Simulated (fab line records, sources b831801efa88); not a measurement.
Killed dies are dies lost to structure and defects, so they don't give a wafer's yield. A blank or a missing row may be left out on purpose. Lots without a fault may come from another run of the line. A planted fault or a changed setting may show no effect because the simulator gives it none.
Which tool did it? | flow gf180mcu | 12 lots, 36 wafers sampled, at 1 step of a route of 602

WHAT THE GAUGES READ, wafer by wafer
GF_M1_OVL_MEAS_15.
lot  | measured     | on         | M1_OVL (nm)
L075 | day 17 04:52 | overlay-01 | 12 20 13
L077 | day 18 06:44 | overlay-02 | 7 4 6
L079 | day 18 22:16 | overlay-01 | 5 7 10
L081 | day 19 18:27 | overlay-01 | 11 -1 -1
L083 | day 20 19:50 | overlay-02 | 0 -9 -5
L084 | day 21 09:24 | overlay-01 | 4 8 5
L087 | day 21 22:31 | overlay-02 | -9 -5 -3
L089 | day 23 03:43 | overlay-01 | -1 5 -1
L091 | day 23 13:50 | overlay-01 | 3 -1 6
L093 | day 24 04:05 | overlay-01 | 3 3 5
L095 | day 24 21:58 | overlay-02 | 14 1 12
L097 | day 25 04:49 | overlay-02 | 6 4 0

WHICH TOOL RAN EACH LOT (tool, then ch and the chambers of the sampled wafers, then the start)
The record holds no process step before these readings.

THE ANSWER, worked out from the rows above alone
Rule: what is usual is taken from the lots themselves. Put in order of their means at a reading, lots are off if they are a third of the lots or fewer, leave a main group of 4 or more, and stand apart from it by a gap of 3 or more times the standard deviation of the main group's means; of several such gaps the widest counts. A main group whose means are all the same, to the digits that the tables above print for the reading, isn't used. A lot without any number at a reading at which 4 lots or more have one is off too. The other lots that the step has rows for count as sound.
No lot is off at any reading shown: from this, nothing can be told.

WHAT THE SIMULATOR HAD PUT IN
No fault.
